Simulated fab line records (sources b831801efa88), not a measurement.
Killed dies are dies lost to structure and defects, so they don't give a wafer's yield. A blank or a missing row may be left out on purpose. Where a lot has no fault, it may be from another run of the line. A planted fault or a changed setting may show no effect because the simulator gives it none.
A sampling plan put to the test	flow sky130	one fab line, 34 faults that these records tell of, each judged on the records of the lots that it struck; 15 more are left out, because the records don't allow judging them
Plan = the line's own looks (route steps where a gauge or an inspection reads the wafer without altering it). A look can be judged if struck wafers have a number there and the file gives its usual mean and standard deviation on fault-free wafers. Caught: 4 or more of those standard deviations (sigma) separate the usual mean from the mean of the struck wafers at a look after the fault's first step. On the tool: the same test on the tool's own readings at the fault's steps. If the struck wafers alone have a blank record, or they carry another recipe, that too counts as caught.

## THE FAULTS, as the simulator had put them in
1. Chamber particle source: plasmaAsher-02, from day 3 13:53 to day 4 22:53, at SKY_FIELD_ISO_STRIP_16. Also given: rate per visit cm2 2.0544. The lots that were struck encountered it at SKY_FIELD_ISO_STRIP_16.
2. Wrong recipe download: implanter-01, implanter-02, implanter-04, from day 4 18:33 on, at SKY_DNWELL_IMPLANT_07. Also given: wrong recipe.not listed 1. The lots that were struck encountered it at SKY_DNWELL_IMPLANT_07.
3. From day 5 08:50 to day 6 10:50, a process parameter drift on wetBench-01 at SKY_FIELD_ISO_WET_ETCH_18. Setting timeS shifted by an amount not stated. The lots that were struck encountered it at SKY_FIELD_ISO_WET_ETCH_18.
4. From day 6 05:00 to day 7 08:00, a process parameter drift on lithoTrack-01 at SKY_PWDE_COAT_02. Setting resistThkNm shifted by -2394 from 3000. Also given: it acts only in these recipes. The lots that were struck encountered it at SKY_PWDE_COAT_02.
5. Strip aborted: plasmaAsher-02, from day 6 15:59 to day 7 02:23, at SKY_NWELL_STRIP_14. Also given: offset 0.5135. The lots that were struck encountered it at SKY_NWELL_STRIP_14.
6. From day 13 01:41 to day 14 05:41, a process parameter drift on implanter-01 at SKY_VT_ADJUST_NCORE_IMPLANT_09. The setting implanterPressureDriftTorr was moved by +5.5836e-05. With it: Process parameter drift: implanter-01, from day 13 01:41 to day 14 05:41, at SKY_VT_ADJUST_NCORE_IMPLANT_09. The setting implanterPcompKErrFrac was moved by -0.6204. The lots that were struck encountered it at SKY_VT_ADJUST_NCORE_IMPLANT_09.
7. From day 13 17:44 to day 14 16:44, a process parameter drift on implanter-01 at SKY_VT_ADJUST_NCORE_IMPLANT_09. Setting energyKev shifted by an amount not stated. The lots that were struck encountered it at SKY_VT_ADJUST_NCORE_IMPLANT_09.
8. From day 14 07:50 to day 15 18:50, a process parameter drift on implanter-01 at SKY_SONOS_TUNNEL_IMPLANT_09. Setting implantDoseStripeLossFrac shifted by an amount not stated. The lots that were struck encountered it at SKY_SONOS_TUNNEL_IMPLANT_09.
9. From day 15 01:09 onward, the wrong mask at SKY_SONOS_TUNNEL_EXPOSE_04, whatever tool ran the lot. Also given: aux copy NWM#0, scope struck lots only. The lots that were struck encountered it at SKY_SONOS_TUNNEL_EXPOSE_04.
10. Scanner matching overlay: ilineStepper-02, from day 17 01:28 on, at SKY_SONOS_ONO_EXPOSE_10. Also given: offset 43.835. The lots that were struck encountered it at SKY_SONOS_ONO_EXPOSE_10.
11. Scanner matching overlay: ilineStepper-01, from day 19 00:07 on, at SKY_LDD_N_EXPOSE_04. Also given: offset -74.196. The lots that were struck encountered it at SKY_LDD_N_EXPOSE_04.
12. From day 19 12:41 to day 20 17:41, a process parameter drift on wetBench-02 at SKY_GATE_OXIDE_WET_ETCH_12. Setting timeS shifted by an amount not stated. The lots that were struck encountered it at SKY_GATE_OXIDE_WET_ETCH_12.
13. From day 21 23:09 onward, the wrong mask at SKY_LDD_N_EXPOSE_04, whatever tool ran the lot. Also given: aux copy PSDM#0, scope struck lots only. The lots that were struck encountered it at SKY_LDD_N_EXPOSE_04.
14. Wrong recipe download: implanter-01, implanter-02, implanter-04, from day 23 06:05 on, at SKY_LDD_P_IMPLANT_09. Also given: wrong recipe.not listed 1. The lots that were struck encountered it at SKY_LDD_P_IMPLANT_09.
15. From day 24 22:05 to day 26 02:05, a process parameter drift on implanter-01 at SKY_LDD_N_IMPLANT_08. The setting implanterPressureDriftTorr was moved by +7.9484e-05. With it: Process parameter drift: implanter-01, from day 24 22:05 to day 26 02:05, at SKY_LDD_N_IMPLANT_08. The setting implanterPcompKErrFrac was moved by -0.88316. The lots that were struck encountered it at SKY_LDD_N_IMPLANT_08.
16. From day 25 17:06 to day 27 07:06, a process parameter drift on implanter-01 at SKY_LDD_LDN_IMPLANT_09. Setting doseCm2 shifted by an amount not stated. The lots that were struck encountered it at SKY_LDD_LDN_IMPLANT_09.
17. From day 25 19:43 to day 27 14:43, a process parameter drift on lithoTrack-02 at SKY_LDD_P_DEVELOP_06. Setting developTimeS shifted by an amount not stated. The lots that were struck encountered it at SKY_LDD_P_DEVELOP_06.
18. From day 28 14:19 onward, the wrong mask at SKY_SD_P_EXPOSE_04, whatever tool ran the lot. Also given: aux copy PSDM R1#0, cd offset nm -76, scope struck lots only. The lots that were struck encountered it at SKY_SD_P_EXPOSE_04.
19. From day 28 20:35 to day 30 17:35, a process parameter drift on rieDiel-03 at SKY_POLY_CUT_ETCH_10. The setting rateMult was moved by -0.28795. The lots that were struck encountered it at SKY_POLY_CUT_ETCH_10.
20. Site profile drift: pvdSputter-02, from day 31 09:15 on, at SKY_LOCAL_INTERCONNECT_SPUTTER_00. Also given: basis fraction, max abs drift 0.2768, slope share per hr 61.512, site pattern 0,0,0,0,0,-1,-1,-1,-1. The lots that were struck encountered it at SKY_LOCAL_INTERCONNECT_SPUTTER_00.
21. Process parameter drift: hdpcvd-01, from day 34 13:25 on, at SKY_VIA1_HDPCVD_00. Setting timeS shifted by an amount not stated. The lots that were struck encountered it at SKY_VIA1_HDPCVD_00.
22. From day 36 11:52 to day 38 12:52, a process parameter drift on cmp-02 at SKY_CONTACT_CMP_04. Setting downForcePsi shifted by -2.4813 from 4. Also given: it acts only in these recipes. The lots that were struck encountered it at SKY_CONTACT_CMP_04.
23. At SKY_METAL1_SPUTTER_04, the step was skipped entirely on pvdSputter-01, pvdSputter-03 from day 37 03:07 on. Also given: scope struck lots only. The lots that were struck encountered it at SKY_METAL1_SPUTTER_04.
24. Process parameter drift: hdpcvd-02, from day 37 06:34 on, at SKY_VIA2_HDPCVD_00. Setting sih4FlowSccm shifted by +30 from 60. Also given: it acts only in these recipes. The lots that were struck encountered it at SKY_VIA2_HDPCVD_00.
25. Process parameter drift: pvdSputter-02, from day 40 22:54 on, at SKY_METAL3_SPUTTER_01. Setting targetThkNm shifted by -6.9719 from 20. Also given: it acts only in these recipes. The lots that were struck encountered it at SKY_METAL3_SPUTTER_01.
26. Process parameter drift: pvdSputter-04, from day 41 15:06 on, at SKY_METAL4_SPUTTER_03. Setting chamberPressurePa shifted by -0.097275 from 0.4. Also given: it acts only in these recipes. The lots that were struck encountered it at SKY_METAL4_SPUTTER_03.
27. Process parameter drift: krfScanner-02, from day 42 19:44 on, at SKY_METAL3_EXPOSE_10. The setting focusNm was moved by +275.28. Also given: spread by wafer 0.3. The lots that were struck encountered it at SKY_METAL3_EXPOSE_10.
28. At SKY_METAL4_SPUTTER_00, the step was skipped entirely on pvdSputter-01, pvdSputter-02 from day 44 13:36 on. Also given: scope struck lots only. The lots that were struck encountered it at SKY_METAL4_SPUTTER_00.
29. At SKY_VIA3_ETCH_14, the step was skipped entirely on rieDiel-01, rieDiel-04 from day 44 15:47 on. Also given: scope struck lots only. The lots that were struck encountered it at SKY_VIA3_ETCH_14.
30. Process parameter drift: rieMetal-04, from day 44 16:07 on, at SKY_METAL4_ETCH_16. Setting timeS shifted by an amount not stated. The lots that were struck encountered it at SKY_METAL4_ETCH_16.
31. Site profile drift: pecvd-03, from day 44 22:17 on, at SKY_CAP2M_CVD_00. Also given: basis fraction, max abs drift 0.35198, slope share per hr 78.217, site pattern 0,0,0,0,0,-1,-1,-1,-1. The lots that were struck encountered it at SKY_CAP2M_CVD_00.
32. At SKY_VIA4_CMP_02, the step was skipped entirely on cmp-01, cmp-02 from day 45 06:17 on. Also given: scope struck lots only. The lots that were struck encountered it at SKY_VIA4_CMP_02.
33. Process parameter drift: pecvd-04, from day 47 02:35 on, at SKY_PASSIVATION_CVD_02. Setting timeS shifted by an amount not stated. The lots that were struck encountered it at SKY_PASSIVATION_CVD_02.
34. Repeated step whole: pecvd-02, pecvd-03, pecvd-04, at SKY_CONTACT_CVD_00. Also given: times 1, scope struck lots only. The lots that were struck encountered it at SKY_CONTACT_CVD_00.

## WHAT THE PLAN SAW
fault	on the tool itself	first look that catches it	reading, sigma	median hours from its first step to that look	hours from the fault's start to the first struck lot there	judged looks passed uncaught
1	under 2 sigma	not the one look that can be judged after it	-	-	-	1
2	under 2 sigma	SKY_DNWELL_TW_MEAS_09	DNWELL_TW -80	0.2	1	0
3	runLengthS -85 sigma	none of the 2 looks that can be judged after it	-	-	-	2
4	no reading that can be judged	none of the 3 looks that can be judged after it	strongest: NWELL_2_TW at SKY_NWELL_TW_MEAS_26, +3.9	-	-	3
5	oesProductAu +49 sigma	SKY_NWELL_TW_MEAS_26	NWELL_2_TW -91	20.2	30	0
6	endStationPressureTorr +99 or beyond sigma	none of the 2 looks that can be judged after it	strongest: VT_ADJUST_NCORE_TW at SKY_VT_ADJUST_NCORE_TW_MEAS_11, +2.7	-	-	2
7	beamEnergyKeV -99 or beyond sigma	SKY_VT_ADJUST_NCORE_TW_MEAS_11	VT_ADJUST_NCORE_TW -11	0.2	4	0
8	under 2 sigma	SKY_SONOS_TUNNEL_TW_MEAS_12	SONOS_TUNNEL_TW -9.1	0.4	6	0
9	under 2 sigma	SKY_SONOS_TUNNEL_TW_MEAS_12	SONOS_TUNNEL_TW -98	12.8	17	0
10	no reading that can be judged	SKY_SONOS_ONO_OVL_MEAS_14	SONOS_ONO_OVL +36	14.7	20	0
11	under 2 sigma	SKY_LDD_N_OVL_MEAS_07	LDD_N_OVL -53	15.3	20	0
12	runLengthS -65 sigma	no look after it can be judged	-	-	-	0
13	under 2 sigma	SKY_LDD_N_TW_MEAS_17	LDD_N_TW -58	16.7	23	0
14	no reading that can be judged	SKY_LDD_P_TW_MEAS_11	LDD_P_TW +42	0.2	4	0
15	endStationPressureTorr +99 or beyond sigma	no look after it can be judged	-	-	-	0
16	doseIonsCm2 -99 or beyond sigma	no look after it can be judged	-	-	-	0
17	no reading that can be judged	SKY_LDD_P_TW_MEAS_11	LDD_P_TW -60	0.6	6	0
18	no reading that can be judged	SKY_SD_P_CD_MEAS_07	cdNm -28	14.1	18	0
19	oesProductAu -6.4 sigma	no look after it can be judged	-	-	-	0
20	under 2 sigma	SKY_LOCAL_INTERCONNECT_RS_MEAS_01	LOCAL_INTERCONNECT_TIN_RS +16	0.1	6	0
21	runLengthS +16 sigma	not the one look that can be judged after it	strongest: VIA1_HDPCVD_THK at SKY_VIA1_THK_MEAS_01, +3.6	-	-	1
22	headPressurePsi -99 or beyond sigma	no look after it can be judged	-	-	-	0
23	the tool's record is blank for the struck wafers	SKY_METAL1_THK_MEAS_06	METAL1_ALCU_THK +13	0.2	0	0
24	sih4FlowSccm +99 or beyond sigma	SKY_VIA2_THK_MEAS_01	VIA2_HDPCVD_THK +53	0.1	6	0
25	under 2 sigma	no look after it can be judged	-	-	-	0
26	chamberPressurePa -99 or beyond sigma	no look after it can be judged	-	-	-	0
27	no reading that can be judged	SKY_METAL3_CD_MEAS_13	cdNm -19	10.8	17	0
28	the tool's record is blank for the struck wafers	no look after it can be judged	-	-	-	0
29	the tool's record is blank for the struck wafers	no look after it can be judged	-	-	-	0
30	oesProductAu +72 sigma	no look after it can be judged	-	-	-	0
31	under 2 sigma	SKY_CAP2M_THK_MEAS_01	CAP2M_CVD_00_THK -12	0.0	8	0
32	the tool's record is blank for the struck wafers	SKY_VIA4_BOW_MEAS_03	VIA4_BOW +5.9	0.3	3	0
33	under 2 sigma	SKY_PASSIVATION_THK_MEAS_03	PASSIVATION_CVD_02_THK -15	0.2	3	0
34	under 2 sigma	SKY_CONTACT_THK_MEAS_01	CONTACT_CVD_00_THK +79	0.2	-	0
A dash: the fault is not caught, or the number is missing from these records.

Caught at a look: 19 of 34. Caught on the tool: 17 of 34. By one or the other: 31 of 34.
Faults 3, 6, 12, 15, 16, 19, 21, 22, 26, 28, 29, 30 were caught on the tool alone.
Caught at a look alone: faults 2, 8, 9, 10, 11, 13, 14, 17, 18, 20, 27, 31, 33, 34.
Caught by neither: faults 1, 4, 25.

## THINNER SAMPLING
If the look that catches a fault measured only every second or every third lot, by lot number, the first struck lot would be measured this late in the worst case:
fault	struck lots at that look, in order of time	every lot	every second lot	every third lot
2	L818, L820, L821, L822	1 h	12 h	17 h
5	L996	30 h	may miss it	may miss it
7	L842, L844	4 h	may miss all 2	may miss all 2
8	L980, L982	6 h	may miss all 2	may miss all 2
9	L108	17 h	may miss it	may miss it
10	L228, L230, L229, L232	20 h	33 h	33 h
11	L933, L936, L935, L938	20 h	32 h	may miss all 4
13	L756	23 h	may miss it	may miss it
14	L871, L872, L873, L874	4 h	10 h	22 h
17	L621, L623	6 h	may miss all 2	may miss all 2
18	L328	18 h	may miss it	may miss it
20	L190, L192	6 h	may miss all 2	may miss all 2
23	L409, L411	0 h	may miss all 2	may miss all 2
24	L709, L708, L711	6 h	8 h	may miss all 3
27	L536	17 h	may miss it	may miss it
31	L742, L744	8 h	may miss all 2	may miss all 2
32	L839, L841	3 h	may miss all 2	may miss all 2
33	L386, L387	3 h	8 h	may miss all 2
Hours count from the start of the fault until the first struck lot that is measured. The test against the limit of 4 sigma pooled every struck wafer, which means one lot taken alone may stay below that limit. Other struck lots may not be in these records.

## THE LONGEST TIMED WAY FROM STEP TO LOOK
In fault 5, a median of 20.2 hours elapses between SKY_NWELL_STRIP_14 and SKY_NWELL_TW_MEAS_26. No look between them can be judged.
